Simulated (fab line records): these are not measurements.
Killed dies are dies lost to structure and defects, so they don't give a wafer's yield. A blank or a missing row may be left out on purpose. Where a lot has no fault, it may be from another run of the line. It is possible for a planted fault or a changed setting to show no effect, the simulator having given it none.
8D (eight disciplines) problem report, filled in by code | flow sky130 | the parts of the form that need people (team, actions taken, sign-off) are left out

== 1. WHAT WENT WRONG ==
Mean of killed_at_M0_to_M3 at SKY_PAD_OPEN_PROBE_99: 83 over 3 wafers from 1 lot, against 44 (standard deviation 7.2) on wafers with no fault. Measured from the usual mean, that is +5.4 standard deviations.
First observed at day 49 23:49: wafer L289.3, on prober-02. The record has a number at this step for 35 wafers belonging to 12 lots. Rule for "out" (also "out of limits"): further than 4 standard deviations from the usual mean. The rest of the wafers with a number are treated as sound.

== 2. WHAT THIS IS AND IS NOT ==
question                    | is                     | is not
which readings at this step | killed_at_M0_to_M3     | killed_at_M4_up, killed_at_contacts, killed_at_front_end, killed_at_other, killed_open, killed_short, sort_bin_6_memory
which lots                  | L289                   | L272, L274, L276, L277, L279, L280, L281, L283, L284, L290, L293
which wafers of those lots  | all that have a number | -
read on which tools         | prober-02              | prober-01
when                        | from day 49 23:49      | up to then (26 sound wafers); but 6 sound wafers of L290, L293 came after

== 3. SUSPECTS, AND WHAT RULES EACH OUT ==
Counting: any tool at a process step up to the reading is kept as a suspect provided that every lot that is out went through it and no sound lot did after the first of them.
- pvd_sputter-01 at SKY_METAL1_SPUTTER_04 (material TiN, target thk 70 nm, time 58.3 s): kept. It ran the lot that is out, L289 (day 37 09:25), and no sound lot after that; its last sound lot up to then is L284 (day 35 12:54).
- cmp-01 at SKY_VIA4_CMP_21 (polishes, stops on SiO2, t overpolish 25 s, target thk 0 nm): kept. It ran the lot that is out, L289 (day 47 13:59), and no sound lot after that; its last sound lot up to then is L284 (day 46 00:00).
- pecvd-02 at SKY_PASSIVATION_CVD_02 (deposits Si3N4, target thk 540 nm): ruled out as a lasting fault. Following L289 (day 48 10:30), the first lot on it that is out, the sound lots L290 were run on it.
- plasma_asher-01 at SKY_PAD_OPEN_STRIP_08 (strips in O2/N2): kept. It ran the lot that is out, L289 (day 49 21:32), and no sound lot after that; its last sound lot up to then is L284 (day 48 13:16).
- prober-02 at SKY_PAD_OPEN_PROBE_99: kept. It ran the lot that is out, L289 (day 49 23:49), and no sound lot after that; its last sound lot up to then is L283 (day 48 14:31). Its own readings are out on those wafers: killed_at_M0_to_M3.
Left after counting: pvd_sputter-01 at SKY_METAL1_SPUTTER_04, cmp-01 at SKY_VIA4_CMP_21, plasma_asher-01 at SKY_PAD_OPEN_STRIP_08, prober-02 at SKY_PAD_OPEN_PROBE_99.

== 4. THE CAUSE (what the simulator had put in) ==
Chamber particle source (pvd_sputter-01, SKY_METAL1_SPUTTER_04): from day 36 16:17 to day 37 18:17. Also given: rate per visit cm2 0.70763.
Counting left 4 suspects, and this tool is among them.

== 5. SEQUENCE OF EFFECTS, ordered by route ==
One row per reading whose mean, taken over the struck wafers that have a number, lies over 3 standard deviations from the usual. Scope: only readings with a usual standard deviation given in the record; hours: median across lots of the time from each lot's start at the first step in this table that gives one to its start at this step; sigmas: change in usual standard deviations.
hours | step                  | reading              | usual  | on struck wafers | change | sigmas
0     | SKY_PAD_OPEN_PROBE_99 | defect_limited_yield | 82.4 % | 75.6             | -6.8   | -3.6
0     | SKY_PAD_OPEN_PROBE_99 | killed_at_M0_to_M3   | 44     | 83               | +39    | +5.4
0     | SKY_PAD_OPEN_PROBE_99 | killed_dies          | 86     | 120              | +34    | +3.6
0     | SKY_PAD_OPEN_PROBE_99 | sort_bin_5_function  | 10.4 % | 15.9             | +5.5   | +3.7
0     | SKY_PAD_OPEN_PROBE_99 | sort_n_pass          | 406    | 372              | -34    | -3.6
0     | SKY_PAD_OPEN_PROBE_99 | sort_yield_pct       | 82.4 % | 75.6             | -6.8   | -3.6
Here are the process steps it includes:
- SKY_PAD_OPEN_PROBE_99

== 6. HOW IT WOULD HAVE BEEN CAUGHT EARLIER ==
In this record no reading fell out of limits until day 49 23:49, 320 hours after the fault had begun at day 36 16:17.
No tool reading at SKY_METAL1_SPUTTER_04 that has a usual standard deviation in the record was out on any struck wafer, so an alarm limit of 4 standard deviations on those readings would not have fired.
The start of SKY_METAL1_SPUTTER_04 on pvd_sputter-01 came by day 49 23:49 for every one of the lots that are out (1). None of them would have been spared by holding the tool at that moment.
